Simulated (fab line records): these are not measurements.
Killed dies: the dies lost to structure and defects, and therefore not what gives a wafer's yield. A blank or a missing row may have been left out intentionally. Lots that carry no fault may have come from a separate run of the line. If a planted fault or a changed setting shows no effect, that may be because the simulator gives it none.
fab line records	flow gf180mcu
[record] lots = 13	wafers = 39	last-day = 34
route steps=602 shown NSD@247 M1@326 V1@340 V2@385
lots untouched by any fault: they come from a run of this same line in which no faults occurred
start-h: the number of hours between the record's first day and the start of the first shown wafer of the lot	wait-h: hours since the lot's step before	" the same as in the row above	L1.1+2: a single row standing in for several wafers	- either no value or no given start	* or withheld: withheld	< > ~ a bound
route shown NAME@n: NAME is a module with steps in the file, n the number in the route of the first one	usual: mean/standard deviation taken from wafers without a fault	same: alike in all rows	chamber/n: place in a boat	sites: per-site readings	_std_site: how widely they spread, as a standard deviation	_edge_site: inner sites' mean taken away from outer sites' mean	radius-mm: for every site, how far away it sits from the centre of the wafer	mask NAME#n: copy n	behind: the last tool/chamber to shape the wafer	hold: why the lot went on hold/how many hours it stayed there/how the hold came to an end	device: names the non-switching transistor (n, p or np)	end of line: tests of these same wafers at the route's end	a step without rows: its recipe alone	killed: the dies lost at the first sort to structure and to defects; this is not the yield of the wafer	map: shows each die of a wafer: x if killed, . if not, _ if none is there
set.NAME: the setting as run; set.NAME@STEP: as run at that earlier step	model.NAME: the simulator's own value behind a step, which no gauge read
a sample of lots followed through the steps of the route, with each step as a table and each wafer as a row
services: a tool's chamber out of use, with start hour (start-h, from the record's first day; less than 0 if before it), hours out, and reason
[[steps]]
[step GF_NSD_TW_MEAS_12]
[usual] NSD_TW = 4241/31
lot.wafer	tool	chamber	start-h	wait-h	NSD_TW
L142.2	film-metro-01	-	299.84	0.1	4204
L142.3	"	-	"	"	4187
L142.4	"	-	"	"	4207
L143.3	film-metro-04	-	306.59	0.1	4235
L143.5	"	-	"	"	4228
L143.6	"	-	"	"	4240
L144.2	film-metro-04	-	316.64	0.1	4236
L144.4	"	-	"	"	4226
L144.5	"	-	"	"	4237
L146.3	film-metro-02	-	333.71	0.1	4277
L146.4	"	-	"	"	4262
L146.6	"	-	"	"	4328
L147.2	film-metro-01	-	339.20	0.1	4215
L147.3	"	-	"	"	4225
L147.5	"	-	"	"	4225
L153.1	film-metro-02	-	394.34	0.1	4270
L153.2	"	-	"	"	4289
L153.6	"	-	"	"	4295
L158.1	film-metro-02	-	435.63	0.1	4278
L158.3	"	-	"	"	4269
L158.6	"	-	"	"	4295
L159.2	film-metro-04	-	438.75	0.1	4265
L159.3	"	-	"	"	4240
L159.5	"	-	"	"	4260
L160.1	film-metro-02	-	450.19	0.1	4250
L160.4	"	-	"	"	4265
L160.5	"	-	"	"	4263
L161.1	film-metro-01	-	453.59	0.1	4180
L161.3	"	-	"	"	4203
L161.5	"	-	"	"	4197
L163.1	film-metro-04	-	472.88	0.1	4225
L163.2	"	-	"	"	4224
L163.6	"	-	"	"	4225
L164.1	film-metro-04	-	475.18	0.1	4241
L164.3	"	-	"	"	4236
L164.6	"	-	"	"	4249
L165.1	film-metro-01	-	486.78	0.1	4206
L165.2	"	-	"	"	4215
L165.4	"	-	"	"	4196
[step GF_M1_EXPOSE_11]
[recipe] mask-id = Metal1	target-cd-nm = 230	na = 0.68	source-shape = conventional	sigma-outer = 0.6	dose-mj = 28
[usual] exposure-dose-mJ-cm2 = 27.964/0.025
lot.wafer	tool	chamber	start-h	wait-h	mask	exposure-dose-mJ-cm2
L142.2	krf-scanner-02	0	378.50	-	Metal1#0	27.949
L142.3	"	0	"	"	Metal1#0	27.991
L142.4	"	0	"	"	Metal1#0	27.959
L143.3	krf-scanner-02	0	386.71	-	Metal1#0	27.981
L143.5	"	0	"	"	Metal1#0	27.961
L143.6	"	0	"	"	Metal1#0	27.994
L144.2	krf-scanner-02	0	396.54	-	Metal1#0	27.973
L144.4	"	0	"	"	Metal1#0	27.967
L144.5	"	0	"	"	Metal1#0	27.918
L146.3	krf-scanner-02	0	415.62	-	Metal1#0	27.945
L146.4	"	0	"	"	Metal1#0	27.955
L146.6	"	0	"	"	Metal1#0	27.987
L147.2	krf-scanner-01	0	424.67	-	Metal1#0	27.924
L147.3	"	0	"	"	Metal1#0	27.975
L147.5	"	0	"	"	Metal1#0	27.957
L153.1	krf-scanner-01	0	482.37	-	Metal1#0	25.711
L153.2	"	0	"	"	Metal1#0	25.723
L153.6	"	0	"	"	Metal1#0	25.666
L158.1	krf-scanner-02	0	521.39	-	Metal1#0	27.942
L158.3	"	0	"	"	Metal1#0	27.987
L158.6	"	0	"	"	Metal1#0	27.967
L159.2	krf-scanner-02	0	526.44	-	Metal1#0	27.958
L159.3	"	0	"	"	Metal1#0	27.937
L159.5	"	0	"	"	Metal1#0	27.942
L160.1	krf-scanner-02	0	538.27	-	Metal1#0	27.927
L160.4	"	0	"	"	Metal1#0	27.944
L160.5	"	0	"	"	Metal1#0	27.931
L161.1	krf-scanner-02	0	540.07	-	Metal1#0	27.933
L161.3	"	0	"	"	Metal1#0	27.960
L161.5	"	0	"	"	Metal1#0	27.918
L163.1	krf-scanner-01	0	559.17	-	Metal1#0	27.963
L163.2	"	0	"	"	Metal1#0	27.992
L163.6	"	0	"	"	Metal1#0	27.974
L164.1	krf-scanner-01	0	560.37	-	Metal1#0	27.936
L164.3	"	0	"	"	Metal1#0	27.905
L164.6	"	0	"	"	Metal1#0	27.958
L165.1	krf-scanner-01	0	571.17	-	Metal1#0	27.942
L165.2	"	0	"	"	Metal1#0	27.947
L165.4	"	0	"	"	Metal1#0	27.974
[step GF_M1_CD_MEAS_14]
[recipe] target-cd-nm = 230
[usual] cd-nm = 230.2/1.2
lot.wafer	tool	chamber	start-h	wait-h	cd-nm
L142.2	cd-sem-01	-	389.64	0.1	230.5
L142.3	"	-	"	"	230.1
L142.4	"	-	"	"	230.5
L143.3	cd-sem-01	-	397.97	0.1	230.1
L143.5	"	-	"	"	231.8
L143.6	"	-	"	"	230.5
L144.2	cd-sem-01	-	407.95	0.1	230.1
L144.4	"	-	"	"	229.5
L144.5	"	-	"	"	230.4
L146.3	cd-sem-01	-	427.51	0.1	229.2
L146.4	"	-	"	"	230.2
L146.6	"	-	"	"	230.0
L147.2	cd-sem-01	-	436.70	0.1	230.6
L147.3	"	-	"	"	231.2
L147.5	"	-	"	"	230.0
L153.1	cd-sem-02	-	494.43	0.1	148.1
L153.2	"	-	"	"	134.2
L153.6	"	-	"	"	197.1
L158.1	cd-sem-01	-	532.53	0.1	227.3
L158.3	"	-	"	"	228.2
L158.6	"	-	"	"	227.5
L159.2	cd-sem-01	-	538.19	0.1	230.5
L159.3	"	-	"	"	230.4
L159.5	"	-	"	"	229.8
L160.1	cd-sem-02	-	549.18	0.1	230.2
L160.4	"	-	"	"	230.0
L160.5	"	-	"	"	230.5
L161.1	cd-sem-02	-	551.48	0.1	231.7
L161.3	"	-	"	"	231.7
L161.5	"	-	"	"	232.3
L163.1	cd-sem-01	-	569.69	0.1	230.6
L163.2	"	-	"	"	230.8
L163.6	"	-	"	"	231.3
L164.1	cd-sem-01	-	571.38	0.1	229.8
L164.3	"	-	"	"	229.7
L164.6	"	-	"	"	230.0
L165.1	cd-sem-01	-	581.78	0.1	230.5
L165.2	"	-	"	"	231.7
L165.4	"	-	"	"	229.8
[step GF_V1_BOW_MEAS_05]
[recipe] mode = bow
[usual] V1_BOW = 81/6.9
lot.wafer	tool	chamber	start-h	wait-h	V1_BOW[um]
L142.2	film-metro-02	-	391.00	0.3	72
L142.3	"	-	"	"	74
L142.4	"	-	"	"	80
L143.3	film-metro-03	-	399.33	0.1	96
L143.5	"	-	"	"	90
L143.6	"	-	"	"	83
L144.2	film-metro-02	-	409.31	0.2	75
L144.4	"	-	"	"	71
L144.5	"	-	"	"	68
L146.3	film-metro-01	-	428.90	0.2	79
L146.4	"	-	"	"	78
L146.6	"	-	"	"	85
L147.2	film-metro-01	-	438.07	0.1	95
L147.3	"	-	"	"	83
L147.5	"	-	"	"	86
L153.6	film-metro-01	-	496.01	0.1	81
L158.1	film-metro-03	-	533.93	0.1	88
L158.3	"	-	"	"	82
L158.6	"	-	"	"	77
L159.2	film-metro-01	-	539.56	0.1	77
L159.3	"	-	"	"	77
L159.5	"	-	"	"	70
L160.1	film-metro-03	-	550.55	0.2	87
L160.4	"	-	"	"	86
L160.5	"	-	"	"	75
L161.1	film-metro-02	-	552.85	0.2	66
L161.3	"	-	"	"	80
L161.5	"	-	"	"	84
L163.1	film-metro-01	-	571.08	0.1	75
L163.2	"	-	"	"	81
L163.6	"	-	"	"	84
L164.1	film-metro-02	-	572.86	0.1	77
L164.3	"	-	"	"	75
L164.6	"	-	"	"	83
L165.1	film-metro-03	-	583.49	0.2	75
L165.2	"	-	"	"	70
L165.4	"	-	"	"	82
[step GF_V2_THK_MEAS_03]
[recipe] reads = SiO2_of_V2_CVD_02
[usual] V2_CVD_02_THK = 850/13
lot.wafer	tool	chamber	start-h	wait-h	V2_CVD_02_THK[nm]
L142.2	film-metro-01	-	441.13	0.0	846
L142.3	"	-	"	"	833
L142.4	"	-	"	"	849
L143.3	film-metro-03	-	450.45	0.1	847
L143.5	"	-	"	"	850
L143.6	"	-	"	"	869
L144.2	film-metro-03	-	459.28	0.0	840
L144.4	"	-	"	"	851
L144.5	"	-	"	"	883
L146.3	film-metro-01	-	480.58	0.1	845
L146.4	"	-	"	"	852
L146.6	"	-	"	"	857
L147.2	film-metro-03	-	489.65	0.0	847
L147.3	"	-	"	"	838
L147.5	"	-	"	"	858
L153.6	film-metro-01	-	544.88	0.1	863
L158.1	film-metro-03	-	580.96	0.0	839
L158.3	"	-	"	"	832
L158.6	"	-	"	"	852
L159.2	film-metro-03	-	586.19	0.0	830
L159.3	"	-	"	"	843
L159.5	"	-	"	"	857
L160.1	film-metro-01	-	597.32	0.0	847
L160.4	"	-	"	"	871
L160.5	"	-	"	"	883
L161.1	film-metro-04	-	599.22	0.1	864
L161.3	"	-	"	"	867
L161.5	"	-	"	"	866
L163.1	film-metro-03	-	616.44	0.0	847
L163.2	"	-	"	"	860
L163.6	"	-	"	"	856
L164.1	film-metro-03	-	618.33	0.1	852
L164.3	"	-	"	"	846
L164.6	"	-	"	"	855
L165.1	film-metro-04	-	628.52	0.0	832
L165.2	"	-	"	"	855
L165.4	"	-	"	"	854
[[services]]
tool	chamber	start-h	hours	kind
krf-scanner-01	-	375.04	0.8	pm
krf-scanner-01	-	382.78	1.3	pm
krf-scanner-02	-	392.16	4.0	pm
krf-scanner-01	0	398.48	-	calibration
krf-scanner-02	-	430.64	0.8	pm
krf-scanner-02	-	434.61	1.0	pm
krf-scanner-02	0	449.85	-	calibration
krf-scanner-01	-	463.09	0.5	repair
krf-scanner-01	-	467.95	0.2	repair
krf-scanner-02	-	494.02	3.6	pm
krf-scanner-02	-	497.58	1.3	pm
krf-scanner-02	-	498.57	1.3	repair
krf-scanner-01	-	517.69	1.0	pm
krf-scanner-01	-	531.58	0.4	repair
krf-scanner-01	-	543.84	0.8	pm
krf-scanner-02	-	547.76	30.2	repair
[[key]]
[first-sign] step = GF_M1_EXPOSE_11	reading = exposure-dose-mJ-cm2	direction = down	sigmas = 90	usual = 27.964	struck = 25.700
[effect] step = GF_M1_CD_MEAS_14	reading = cd-nm	direction = down	sigmas = 58	usual = 230.2	struck = 159.8	through = control-loop
met-at GF_M1_EXPOSE_11
struck-lots L153
later-rows-left-out L153.1,L153.2
sort-left-out L153.1,L153.2,L153.6
[loop-trim] step = GF_M1_EXPOSE_11	setting = dose	lots = L153
not-acting-at GF_NSD_TW_MEAS_12,GF_V1_BOW_MEAS_05,GF_V2_THK_MEAS_03
onset-between 424.67 482.37
[fault] kind = process-parameter-drift	tool = krf-scanner-01	chamber = -	onset-h = 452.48	steps = GF_M1_EXPOSE_11	channel = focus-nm	offset = 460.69	spread-by-wafer = 0.3	shape = step	end-h = 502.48
// sort-left-out: the simulated sort isn't trusted on such a fault, so these wafers' sort isn't shown, and their yield isn't known
// later-rows-left-out: the simulator's readings of these wafers behind a module that went badly wrong aren't trusted and aren't shown, but for the sort
// loop-trim: a control loop set the setting to another value than it would have without faults
